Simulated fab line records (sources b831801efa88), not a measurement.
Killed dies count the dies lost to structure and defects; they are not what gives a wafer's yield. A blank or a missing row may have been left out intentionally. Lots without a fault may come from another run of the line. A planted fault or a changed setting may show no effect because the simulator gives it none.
What tool caused it? | flow sky130 | 42 wafers from 14 lots sampled at 3 of the route's 708 steps

WHAT THE GAUGES READ, wafer by wafer
SKY_VT_ADJUST_HVTP_OVL_MEAS_08. Usual: VT_ADJUST_HVTP_OVL typically reads -0.4 nm, with standard deviation 1.4.
lot  | measured     | on         | VT_ADJUST_HVTP_OVL (nm) | flag
L606 | day 6 03:59  | overlay-01 | 0.4 0.1 1.7             | 
L607 | day 6 12:26  | overlay-01 | 1.6 -1.2 1.1            | 
L609 | day 7 01:43  | overlay-02 | 1.7 1.4 0.2             | 
L610 | day 7 04:25  | overlay-02 | 1.7 1.3 0.6             | 
L612 | day 7 15:38  | overlay-01 | -1.5 -0.7 -0.3          | 
L613 | day 7 21:20  | overlay-02 | -2.5 -0.3 -1.5          | 
L614 | day 8 11:32  | overlay-02 | 0.7 0.6 0.6             | 
L615 | day 8 13:19  | overlay-01 | -1.8 -1.4 -2.1          | 
L621 | day 10 05:44 | overlay-02 | -1.0 -1.6 -0.7          | 
L622 | day 10 08:46 | overlay-01 | -0.6 -1.5 -1.5          | 
L625 | day 11 06:18 | overlay-02 | -2.7 0.0 -2.0           | 
L626 | day 11 13:09 | overlay-02 | 2.5 1.9 2.3             | 
L627 | day 12 00:11 | overlay-01 | 0.6 -1.2 0.2            | 
L628 | day 12 07:24 | overlay-01 | -2.3 -1.3 -0.8          | 

SKY_SONOS_TUNNEL_OVL_MEAS_08. Usual: SONOS_TUNNEL_OVL typically reads -0.2 nm, with standard deviation 1.4.
lot  | measured     | on         | SONOS_TUNNEL_OVL (nm) | flag
L606 | day 11 13:52 | overlay-02 | 0.7 1.0 -0.1          | 
L607 | day 12 00:24 | overlay-02 | -0.5 -1.6 -0.7        | 
L609 | day 12 16:15 | overlay-02 | 1.6 -0.4 0.9          | 
L610 | day 12 21:16 | overlay-01 | -0.7 0.6 0.9          | 
L612 | day 13 11:52 | overlay-01 | 1.5 0.4 0.0           | 
L613 | day 13 17:33 | overlay-02 | 1.2 0.1 1.1           | 
L614 | day 14 12:16 | overlay-01 | 0.0 0.3 0.1           | 
L615 | day 14 15:56 | overlay-02 | -0.2 -0.4 0.2         | 
L621 | day 16 13:21 | overlay-02 | 1.6 -0.3 1.3          | 
L622 | day 16 20:41 | overlay-01 | -2.9 -4.6 -4.7        | 
L625 | day 18 02:03 | overlay-01 | -2.4 -1.7 -2.5        | 
L626 | day 18 06:48 | overlay-02 | 0.5 0.9 0.3           | 
L627 | day 18 20:32 | overlay-02 | -0.4 -0.5 0.9         | 
L628 | day 19 04:21 | overlay-01 | 1.4 0.2 -0.4          | 

EACH LOT AND THE TOOL THAT RAN IT (in order: tool; ch and the chambers of the sampled wafers; start)
lot  | SKY_VT_ADJUST_LVTN_STRIP_09
L606 | plasmaAsher-03 ch 0,1, day 6 23:14
L607 | plasmaAsher-03 ch 0,1, day 7 08:13
L609 | plasmaAsher-01 ch 1, day 7 21:31
L610 | plasmaAsher-03 ch 0,1, day 8 00:53
L612 | plasmaAsher-04 ch 0,1, day 8 12:55
L613 | plasmaAsher-03 ch 0,1, day 8 18:58
L614 | plasmaAsher-03 ch 0,1, day 9 09:11
L615 | plasmaAsher-03 ch 0,1, day 9 11:53
L621 | plasmaAsher-04 ch 0,1, day 11 05:31
L622 | plasmaAsher-03 ch 0,1, day 11 09:10
L625 | plasmaAsher-04 ch 0,1, day 12 10:22
L626 | plasmaAsher-04 ch 0,1, day 12 13:55
L627 | plasmaAsher-04 ch 1, day 13 01:07
L628 | plasmaAsher-04 ch 0,1, day 13 08:45
- SKY_VT_ADJUST_LVTN_STRIP_09: strips in O2/N2.

WHAT THE TOOLS THEMSELVES READ (means of the sampled wafers that have a number; where no wafer has one, the mark that the record gives instead)
SKY_VT_ADJUST_LVTN_STRIP_09. Usual: drypumpMotorCurrentA 6.0 A, standard deviation 0.5; oesProductAu 0.722 a.u., standard deviation 0.0044; stripTimeToEndpointS 36.91 s, standard deviation 0.11.
lot  | tool           | drypumpMotorCurrentA (A) | oesProductAu (a.u.) | stripTimeToEndpointS (s) | flag
L606 | plasmaAsher-03 | 6.1                      | 0.720               | 36.87                    | 
L607 | plasmaAsher-03 | 6.1                      | 0.722               | 36.93                    | 
L609 | plasmaAsher-01 | 5.8                      | 0.722               | 36.95                    | 
L610 | plasmaAsher-03 | 6.1                      | 0.723               | 37.01                    | 
L612 | plasmaAsher-04 | 5.7                      | 0.726               | 36.91                    | 
L613 | plasmaAsher-03 | 6.1                      | 0.721               | 36.88                    | 
L614 | plasmaAsher-03 | 6.4                      | 0.720               | 36.85                    | 
L615 | plasmaAsher-03 | 6.1                      | 0.718               | 36.93                    | 
L621 | plasmaAsher-04 | 5.7                      | 0.719               | 36.95                    | 
L622 | plasmaAsher-03 | 6.1                      | 0.719               | 36.78                    | 
L625 | plasmaAsher-04 | 5.7                      | 0.723               | 36.85                    | 
L626 | plasmaAsher-04 | 5.7                      | 0.718               | 36.92                    | 
L627 | plasmaAsher-04 | 5.9                      | 0.723               | 36.86                    | 
L628 | plasmaAsher-04 | 5.7                      | 0.725               | 36.80                    | 

THE ANSWER, worked out from the rows above alone
Rule: take the mean of a lot's wafers that have a number; if it is more than 3 standard deviations from the usual mean, the lot is off. A lot without any number at a reading at which 4 lots or more have one is off too. The other lots that the step has rows for count as sound. After the gauges, taken in route order, come the tools' own readings; for these a lot's mean is taken, as printed above. At the first step where some lot is off, the reading lying furthest off is the one used; lots without a number count as furthest.
None of the lots is off at any reading shown; this tells nothing.

WHAT HAD BEEN PUT IN BY THE SIMULATOR
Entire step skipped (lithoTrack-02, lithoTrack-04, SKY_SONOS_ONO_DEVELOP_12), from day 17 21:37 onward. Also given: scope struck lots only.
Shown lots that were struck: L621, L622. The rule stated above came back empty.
